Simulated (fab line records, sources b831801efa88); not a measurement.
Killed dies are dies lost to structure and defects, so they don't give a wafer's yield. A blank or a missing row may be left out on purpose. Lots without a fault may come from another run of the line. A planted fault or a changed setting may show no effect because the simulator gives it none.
Which tool did it? | flow sky130 | 13 lots, 39 wafers sampled, at 5 steps of a route of 708

WHAT THE GAUGES READ, wafer by wafer
SKY_RES_XHIGH_TW_MEAS_09. Usual: RES_XHIGH_TW 1640, standard deviation 8.4.
lot  | measured     | on            | RES_XHIGH_TW   | flag
L417 | day 26 10:48 | film_metro-03 | 1631 1639 1625 |
L419 | day 27 05:10 | film_metro-03 | 1642 1635 1628 |
L420 | day 27 20:34 | film_metro-03 | 1639 1647 1633 |
L422 | day 28 11:04 | film_metro-01 | 1632 1620 1629 |
L423 | day 28 14:47 | film_metro-02 | 1636 1643 1647 |
L424 | day 28 23:00 | film_metro-01 | 1623 1627 1631 |
L426 | day 29 19:38 | film_metro-02 | 1643 1643 1659 |
L427 | day 30 04:43 | film_metro-03 | 30 30 30       | OFF
L434 | day 32 15:10 | film_metro-01 | 1631 1637 1640 |
L437 | day 33 11:11 | film_metro-01 | 1640 1641 1642 |
L438 | day 33 13:36 | film_metro-02 | 1642 1632 1637 |
L439 | day 33 21:46 | film_metro-02 | 1653 1652 1643 |
L440 | day 34 01:38 | film_metro-02 | 1636 1636 1649 |

SKY_LOCAL_INTERCONNECT_THK_MEAS_02: measures by xrf. Usual: LOCAL_INTERCONNECT_TIN_THK 103.0 nm, standard deviation 0.99.
lot  | measured     | on            | LOCAL_INTERCONNECT_TIN_THK (nm) | flag
L417 | day 28 22:56 | film_metro-04 | 102.2 103.2 102.2               |
L419 | day 29 17:52 | film_metro-04 | 102.7 102.3 102.8               |
L420 | day 30 07:05 | film_metro-01 | 104.1 104.8 104.9               |
L422 | day 30 22:05 | film_metro-01 | 104.2 104.5 104.2               |
L423 | day 31 01:25 | film_metro-02 | 103.1 103.7 103.7               |
L424 | day 31 10:29 | film_metro-01 | 103.5 104.2 103.4               |
L426 | day 32 05:52 | film_metro-02 | 104.7 104.2 103.7               |
L427 | day 32 14:37 | film_metro-04 | 102.9 103.5 103.0               |
L434 | day 35 03:55 | film_metro-04 | 103.2 102.2 103.0               |
L437 | day 35 18:59 | film_metro-02 | 102.4 102.2 101.7               |
L438 | day 35 20:56 | film_metro-01 | 102.1 101.9 103.9               |
L439 | day 36 15:39 | film_metro-01 | 103.0 103.2 102.6               |
L440 | day 36 08:58 | film_metro-04 | 100.0 101.0 102.4               |

SKY_VIA2_BOW_MEAS_03. Usual: VIA2_BOW 88 um, standard deviation 8.8.
lot  | measured     | on            | VIA2_BOW (um) | flag
L417 | day 34 21:47 | film_metro-03 | 88 79 91      |
L419 | day 35 16:29 | film_metro-04 | 80 84 81      |
L420 | day 36 07:47 | film_metro-03 | 91 88 93      |
L422 | day 36 18:22 | film_metro-04 | 85 86 94      |
L423 | day 36 20:43 | film_metro-04 | 92 87 86      |
L424 | day 37 06:30 | film_metro-01 | 90 82 80      |
L426 | day 38 00:49 | film_metro-01 | 96 102 82     |
L427 | day 38 12:49 | film_metro-03 | 96 102 95     |
L434 | day 40 18:35 | film_metro-04 | 79 83 87      |
L437 | day 41 08:52 | film_metro-04 | 94 87 80      |
L438 | day 41 11:31 | film_metro-04 | 85 75 86      |
L439 | day 42 03:34 | film_metro-04 | 90 87 85      |
L440 | day 41 21:03 | film_metro-04 | 86 81 74      |

WHICH TOOL RAN EACH LOT (tool, then ch and the chambers of the sampled wafers, then the start)
lot  | SKY_SD_P_STRIP_10                    | SKY_RES_XHIGH_STRIP_08
L417 | plasma_asher-01 ch 0,1, day 25 05:54 | plasma_asher-03 ch 0,1, day 26 10:41
L419 | plasma_asher-04 ch 0,1, day 26 00:03 | plasma_asher-01 ch 0,1, day 27 05:04
L420 | plasma_asher-04 ch 0,1, day 26 15:57 | plasma_asher-01 ch 0,1, day 27 20:29
L422 | plasma_asher-01 ch 0,1, day 27 06:59 | plasma_asher-03 ch 0,1, day 28 10:59
L423 | plasma_asher-03 ch 0, day 27 09:49   | plasma_asher-03 ch 0,1, day 28 14:41
L424 | plasma_asher-01 ch 0,1, day 27 18:15 | plasma_asher-02 ch 0,1, day 28 22:55
L426 | plasma_asher-03 ch 0,1, day 28 15:27 | plasma_asher-02 ch 0,1, day 29 19:32
L427 | plasma_asher-01 ch 0,1, day 29 00:33 | plasma_asher-02 ch 0,1, day 30 04:37
L434 | plasma_asher-03 ch 0,1, day 31 12:25 | plasma_asher-01 ch 0,1, day 32 15:04
L437 | plasma_asher-03 ch 0,1, day 32 08:18 | plasma_asher-03 ch 0,1, day 33 11:04
L438 | plasma_asher-01 ch 0,1, day 32 10:41 | plasma_asher-03 ch 0,1, day 33 13:31
L439 | plasma_asher-03 ch 0,1, day 32 19:03 | plasma_asher-02 ch 0,1, day 33 21:40
L440 | plasma_asher-03 ch 0,1, day 32 22:51 | plasma_asher-03 ch 1, day 34 01:28
- SKY_SD_P_STRIP_10: strips in O2/N2.
- SKY_RES_XHIGH_STRIP_08: strips in O2/N2.

WHAT THE TOOLS THEMSELVES READ (means of the sampled wafers that have a number; where no wafer has one, the mark that the record gives instead)
SKY_SD_P_STRIP_10. Usual: drypump_motor_current_A 5.6 A, standard deviation 0.34; oes_product_au 0.618 a.u., standard deviation 0.0047; strip_time_to_endpoint_s 17.50 s, standard deviation 0.04.
lot  | tool            | drypump_motor_current_A (A) | oes_product_au (a.u.) | strip_time_to_endpoint_s (s) | flag
L417 | plasma_asher-01 | 5.4                         | 0.618                 | 17.54                        |
L419 | plasma_asher-04 | 6.1                         | 0.622                 | 17.52                        |
L420 | plasma_asher-04 | 6.1                         | 0.612                 | 17.53                        |
L422 | plasma_asher-01 | 5.4                         | 0.616                 | 17.52                        |
L423 | plasma_asher-03 | 5.7                         | 0.623                 | 17.52                        |
L424 | plasma_asher-01 | 5.4                         | 0.623                 | 17.46                        |
L426 | plasma_asher-03 | 5.5                         | 0.615                 | 17.46                        |
L427 | plasma_asher-01 | 5.4                         | 0.798                 | -                            | OFF
L434 | plasma_asher-03 | 5.6                         | 0.619                 | 17.47                        |
L437 | plasma_asher-03 | 5.4                         | 0.619                 | 17.48                        |
L438 | plasma_asher-01 | 5.4                         | 0.621                 | 17.44                        |
L439 | plasma_asher-03 | 5.4                         | 0.618                 | 17.48                        |
L440 | plasma_asher-03 | 5.5                         | 0.620                 | 17.50                        |

SKY_RES_XHIGH_STRIP_08. Usual: drypump_motor_current_A 5.6 A, standard deviation 0.33; oes_product_au 0.718 a.u., standard deviation 0.005; strip_time_to_endpoint_s 14.07 s, standard deviation 0.044.
lot  | tool            | drypump_motor_current_A (A) | oes_product_au (a.u.) | strip_time_to_endpoint_s (s) | flag
L417 | plasma_asher-03 | 5.6                         | 0.716                 | 14.13                        |
L419 | plasma_asher-01 | 5.4                         | 0.715                 | 14.05                        |
L420 | plasma_asher-01 | 5.5                         | 0.720                 | 14.00                        |
L422 | plasma_asher-03 | 5.6                         | 0.719                 | 14.09                        |
L423 | plasma_asher-03 | 5.4                         | 0.722                 | 14.11                        |
L424 | plasma_asher-02 | 5.9                         | 0.713                 | 14.02                        |
L426 | plasma_asher-02 | 5.6                         | 0.720                 | 14.02                        |
L427 | plasma_asher-02 | 5.9                         | 0.713                 | 15.49                        | OFF
L434 | plasma_asher-01 | 5.4                         | 0.719                 | 14.00                        |
L437 | plasma_asher-03 | 5.6                         | 0.721                 | 14.13                        |
L438 | plasma_asher-03 | 5.4                         | 0.722                 | 14.11                        |
L439 | plasma_asher-02 | 5.5                         | 0.718                 | 14.06                        |
L440 | plasma_asher-03 | 5.3                         | 0.721                 | 14.06                        |

THE ANSWER, worked out from the rows above alone
Rule: a lot is off if the mean of its wafers that have a number lies more than 3 standard deviations from the usual mean. A lot without any number at a reading at which 4 lots or more have one is off too. The other lots that the step has rows for count as sound. The gauges are gone through in route order, then the tools' own readings, and for those a lot's mean is taken as printed above. The first step at which some lot is off is used, and at that step the reading that is off furthest; a lot without a number counts as furthest.
Off: L427, at SKY_RES_XHIGH_TW_MEAS_09 (RES_XHIGH_TW).
A tool fits if, at a process step before that reading, it ran every lot that is off, and no sound lot after the first of them. The gauges at SKY_RES_XHIGH_TW_MEAS_09 aren't tried: what is off there is off at SKY_SD_P_STRIP_10 too, on other tools, and a gauge's error can't cause that. None of those tried fits.

WHAT THE SIMULATOR HAD PUT IN
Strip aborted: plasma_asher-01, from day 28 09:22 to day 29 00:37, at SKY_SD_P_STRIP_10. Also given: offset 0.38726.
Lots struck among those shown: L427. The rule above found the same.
